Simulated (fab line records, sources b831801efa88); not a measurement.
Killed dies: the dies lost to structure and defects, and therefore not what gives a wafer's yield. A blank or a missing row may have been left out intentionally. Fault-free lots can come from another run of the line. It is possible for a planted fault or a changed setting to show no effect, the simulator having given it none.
Comparing a struck lot with a sound one	flow sfq_line	14 out of 325 route steps
Sound: these wafers, L996.3, L996.4, L996.6. Struck: wafer L111.6. (L111.1, L111.5 of the same lot were not struck and are left out.) The cause comes at the end.
Each step with rows lists, per side, the tool, then ch with its chambers, then its first start. Under that, the readings that differ: sound wafers	struck wafers	difference of the means	sigmas: that difference in standard deviations of wafers without a fault.
alike: readings with means less than 2 such deviations apart, plus words and numbers identical on both sides. not compared: withheld readings, readings lacking a value on some wafer, bounds such as >300 that could conceal the same value, and numbers that have no deviation in the record and whose values overlap.
A row with sigmas, a row that says differs or no value, or rows on one side alone: a step with any of these is where the two part. Non-overlapping numbers with no deviation appear without sigmas and do not part them. Lack of a reading on every wafer of one side parts them only where that side has two or more wafers.

SFQ_TRILAYER_I7_CMP_CMP_184: polishes SiO2.
  sound on cmp-02 ch 1,2,3, day 82 11:59; struck on cmp-02 ch 0, day 87 00:40
reading	sound	struck	difference	sigmas
motor_current_A (A)	10.3 11.3 12.8	9.0	-2.5	-2
  alike: slurry_filter_dp_kPa, time_to_endpoint_s
SFQ_I7_BOW_MEAS_946:
  sound: film_metro-02 at day 82 14:02; struck: film_metro-02 at day 87 01:40
  alike: I7_BOW
SFQ_TRILAYER_I7_METRO_MEASURE_185:
  sound: film_metro-02 at day 82 14:31; struck: film_metro-02 at day 87 01:47
  alike: thk_nm
then, 6 steps without rows for these wafers: SFQ_TRILAYER_I7_VIA_LITHO_COAT_192 (resist thk 62 nm); SFQ_TRILAYER_I7_VIA_LITHO_COAT_187 (resist thk 650 nm); SFQ_TRILAYER_I7_VIA_LITHO_SOFTBAKE_191; SFQ_TRILAYER_I7_VIA_LITHO_EXPOSE_188 (exposes mask I7, target cd 1000 nm); SFQ_TRILAYER_I7_VIA_LITHO_PEB_190 (peb time 60 s); SFQ_TRILAYER_I7_VIA_LITHO_DEVELOP_189 (time 60 s).
-- the record jumps here: 4 days lie between the struck wafers' starts before and after --
SFQ_I7_OVL_MEAS_947:
  sound: overlay-01 at day 86 14:24; struck: overlay-01 at day 90 21:25
  alike: I7_OVL
SFQ_TRILAYER_I7_VIA_BARC_OPEN_VIA_ETCH_260: etches BARC in O2, target depth 125 nm, time 41.7 s.
  sound on rie_diel-03 ch 0,1, day 86 14:25; struck on rie_diel-03 ch 3, day 90 21:28
  alike: drypump_motor_current_A, oes_product_au
  not compared: rf_hours_counter_h
SFQ_TRILAYER_I7_VIA_ETCH_VIA_ETCH_190: etches SiO2 in CHF3, stops on Nb, target depth 260 nm.
  sound on rie_diel-03 ch 0,1, day 86 14:28; struck on rie_diel-03 ch 3, day 90 21:30
reading	sound	struck	difference	sigmas
oes_product_au (a.u.)	0.848 0.854 0.849	0.861	+0.011	+2
  alike: drypump_motor_current_A
SFQ_TRILAYER_I7_VIA_STRIP_STRIP_191: strips in O2.
  sound on rie_metal-04 ch 0,1, day 86 14:47; struck on rie_metal-04 ch 0, day 90 21:37
reading	sound	struck	difference	sigmas
chamber_pressure_mTorr (mTorr)	50.03 49.97 50.04	59.95	+9.94	+99 or more
oes_product_au (a.u.)	0.990 1.002 0.997	1.014	+0.018	+3
  alike: drypump_motor_current_A
  not compared: rf_hours_counter_h
then, 1 step without rows for these wafers: SFQ_TRILAYER_I7_VIA_STRIP_SOLV_CLEAN_192 (cleans in NMP, time 600 s).

WHERE THEY PART
Last at SFQ_TRILAYER_I7_VIA_STRIP_STRIP_191 as far as this record goes, first at SFQ_TRILAYER_I7_CMP_CMP_184.

WHY: what the simulator had put in
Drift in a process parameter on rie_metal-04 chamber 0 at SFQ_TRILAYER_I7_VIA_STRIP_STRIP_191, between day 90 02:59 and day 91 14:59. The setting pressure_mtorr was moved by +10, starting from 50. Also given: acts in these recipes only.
